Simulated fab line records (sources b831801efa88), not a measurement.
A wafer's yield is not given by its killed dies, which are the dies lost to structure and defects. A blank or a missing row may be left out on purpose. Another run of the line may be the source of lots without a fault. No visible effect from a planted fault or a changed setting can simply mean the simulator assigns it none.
fab line records    flow sfq-line
record: lots: 5  wafers: 15  last-day: 92
route steps=325 shown R5@214
lots with no fault: from the same line, run without faults
start-h: hours from the record's opening day to when the first of the lot's shown wafers began    wait-h: how many hours have passed since the lot's step before this one    " the same as in the row above    L1.1+2: one row covering several wafers at once    - no value present, or no start provided    * or withheld: withheld    < > ~ a bound
route shown NAME@n: NAME is a module with steps in the file, n the number in the route of the first one    usual: mean/standard deviation of fault-free wafers    same: alike in all rows    chamber/n: place in a boat    sites: each site's reading    _std_site: standard deviation of those values    _edge_site: outer sites' mean less inner sites'    radius-mm: for every site, how far away it sits from the centre of the wafer    mask NAME#n: copy n    behind: the most recent tool/chamber to have shaped the wafer    hold: cause of the lot's hold/its duration in hours/its outcome    device: names the non-switching transistor (n, p or np)    end of line: at the end of the route, the tests of the same wafers    a step with no rows: only its recipe    killed: at the first sort, the dies lost to defects and structure; wafer yield is something else    map: the dies of a wafer, with x for killed, . for not killed, _ for no die there
set.NAME: the setting the step ran with; set.NAME@STEP: the setting that earlier step ran with    model.NAME: the simulator's own value behind a step, which no gauge read
lots at some steps of the route; a table a step, a row a wafer
services: a tool's chamber out of use, with start hour (start-h, from the record's first day; less than 0 if before it), hours out, and reason
== steps ==
step: SFQ_TRILAYER_R5_DEP_SPUTTER_134
recipe: material: Ti  base-pressure-pa: 1.33e-06  target-thk-nm: 5  power-w: 2000  time-s: 5  chamber-pressure-pa: 0.4
usual: throttle-valve-pct: 29.6/0.57
lot.wafer  tool            chamber  start-h  wait-h  throttle-valve-pct
L078.3     pvd-sputter-03  -        1557.22  0.0     30.7
L078.4     "               -        "        "       29.7
L078.6     "               -        "        "       29.8
L084.1     pvd-sputter-03  -        1601.84  0.0     29.9
L084.2     "               -        "        "       29.1
L084.6     "               -        "        "       30.5
L085.1     pvd-sputter-06  -        1602.85  0.0     30.3
L085.4     "               -        "        "       29.3
L085.5     "               -        "        "       28.4
L089.1     pvd-sputter-03  -        1621.85  0.0     29.9
L089.2     "               -        "        "       29.8
L089.4     "               -        "        "       30.5
L095.1     pvd-sputter-05  -        1744.44  0.0     30.3
L095.5     "               -        "        "       29.5
L095.6     "               -        "        "       28.8
step: SFQ_R5_RS_MEAS_933
recipe: thk-meas-gauge: four-point-probe  reads: Ti_of_TRILAYER_R5_DEP_SPUTTER_134+MoNx_of_TRILAYER_R5_DEP_SPUTTER_133+Ti_of_TRILAYER_R5_DEP_SPUTTER_132
usual: R5_MONX_RS: 7.05/0.083
lot.wafer  tool           chamber  start-h  wait-h  R5_MONX_RS[ohm/sq]
L078.3     film-metro-02  -        1557.28  0.0     7.00
L078.4     "              -        "        "       7.06
L078.6     "              -        "        "       7.05
L084.1     film-metro-03  -        1601.85  0.0     7.05
L084.2     "              -        "        "       7.22
L084.6     "              -        "        "       7.13
L085.1     film-metro-02  -        1602.87  0.0     6.91
L085.4     "              -        "        "       6.95
L085.5     "              -        "        "       7.01
L089.1     film-metro-01  -        1621.87  0.0     7.15
L089.2     "              -        "        "       7.13
L089.4     "              -        "        "       7.25
L095.1     film-metro-02  -        1744.46  0.0     7.07
L095.5     "              -        "        "       7.19
L095.6     "              -        "        "       7.06
step: SFQ_R5_THK_MEAS_934
recipe: thk-meas-gauge: xrf  reads: MoNx_of_TRILAYER_R5_DEP_SPUTTER_133
usual: R5_MONX_THK: 39.7/0.5
lot.wafer  tool           chamber  start-h  wait-h  R5_MONX_THK[nm]
L078.3     film-metro-02  -        1557.38  0.1     39.6
L078.4     "              -        "        "       39.4
L078.6     "              -        "        "       39.3
L084.1     film-metro-03  -        1601.97  0.1     39.6
L084.2     "              -        "        "       38.8
L084.6     "              -        "        "       39.1
L085.1     film-metro-02  -        1602.99  0.1     40.4
L085.4     "              -        "        "       40.0
L085.5     "              -        "        "       40.0
L089.1     film-metro-01  -        1621.99  0.1     39.4
L089.2     "              -        "        "       39.4
L089.4     "              -        "        "       38.8
L095.1     film-metro-02  -        1744.58  0.1     39.5
L095.5     "              -        "        "       39.0
L095.6     "              -        "        "       39.7
step: SFQ_TRILAYER_R5_LITHO_COAT_141
recipe: resist: BARC  spin-rpm: 3000  resist-thk-nm: 62
lot.wafer   tool            chamber  start-h  wait-h
L078.3+4+6  litho-track-01  0        1557.52  0.1
L084.1+2+6  litho-track-03  0        1602.03  0.1
L085.1+4+5  litho-track-03  0        1603.05  0.1
L089.1+2+4  litho-track-02  0        1622.05  0.1
L095.1+5+6  litho-track-02  0        1744.64  0.1
step: SFQ_TRILAYER_R5_LITHO_COAT_136
recipe: resist: KrF  spin-rpm: 3000  resist-thk-nm: 600
lot.wafer   tool            chamber  start-h  wait-h
L078.3+4+6  litho-track-01  0        1557.82  0.2
L084.1+2+6  litho-track-03  0        1602.33  0.2
L085.1+4+5  litho-track-03  0        1603.35  0.2
L089.1+2+4  litho-track-02  0        1622.35  0.2
L095.1+5+6  litho-track-02  0        1744.94  0.2
step: SFQ_TRILAYER_R5_LITHO_SOFTBAKE_140
recipe: temp-c: withheld  time-s: withheld  resist: KrF
lot.wafer   tool            chamber  start-h  wait-h
L078.3+4+6  litho-track-01  0        1558.07  0.2
L084.1+2+6  litho-track-03  0        1602.63  0.2
L085.1+4+5  litho-track-03  0        1603.65  0.2
L089.1+2+4  litho-track-02  0        1622.65  0.2
L095.1+5+6  litho-track-02  0        1745.24  0.2
step: SFQ_TRILAYER_R5_LITHO_EXPOSE_137
recipe: mask-id: R5  na: 0.6  source-shape: conventional  sigma-outer: 0.65  target-cd-nm: 500  dose-mj: 14.4
lot.wafer   tool            chamber  start-h  wait-h  mask
L078.3+4+6  krf-scanner-02  0        1559.90  -       R5#0
L084.1+2+6  krf-scanner-01  0        1606.23  -       R5#0
L085.1+4+5  krf-scanner-01  0        1607.43  -       R5#0
L089.1+2+4  krf-scanner-02  0        1727.85  -       R5#0
L095.1+5+6  krf-scanner-01  0        1843.43  -       R5#0
step: SFQ_TRILAYER_R5_LITHO_PEB_139
recipe: peb-temp-c: 115  peb-time-s: 60  resist: KrF
lot.wafer   tool            chamber  start-h  wait-h
L078.3+4+6  litho-track-03  0        1560.75  0.7
L084.1+2+6  litho-track-02  0        1607.43  1.0
L085.1+4+5  litho-track-03  0        1608.63  1.0
L089.1+2+4  litho-track-03  0        1729.05  1.0
L095.1+5+6  litho-track-03  0        1844.63  1.0
== services ==
tool            chamber  start-h  hours  kind
pvd-sputter-03  -        1565.18  1.0    repair
krf-scanner-01  -        1588.20  1.0    pm
krf-scanner-02  -        1597.41  0.6    repair
krf-scanner-01  -        1604.93  1.3    pm
krf-scanner-02  -        1618.43  1.0    pm
krf-scanner-02  -        1624.23  1.3    pm
krf-scanner-01  -        1626.11  19.9   repair
krf-scanner-02  -        1660.45  4.0    pm
pvd-sputter-03  -        1670.05  4.5    repair
krf-scanner-02  -        1678.75  3.3    repair
krf-scanner-02  -        1700.34  0.8    pm
krf-scanner-02  -        1707.50  4.4    pm
pvd-sputter-05  2        1708.42  -      consumable-replace:kit
pvd-sputter-05  2        1708.42  18.0   scheduled-down
krf-scanner-02  -        1714.76  2.3    repair
krf-scanner-01  -        1717.75  3.0    pm
krf-scanner-01  -        1756.85  1.0    pm
krf-scanner-01  -        1780.63  1.3    pm
krf-scanner-02  -        1787.85  1.0    pm
krf-scanner-02  -        1789.97  3.6    pm
krf-scanner-02  -        1793.87  5.0    repair
krf-scanner-01  -        1799.98  0.8    pm
krf-scanner-02  -        1801.30  1.3    pm
pvd-sputter-06  -        1819.66  0.6    repair
== key ==
fault none
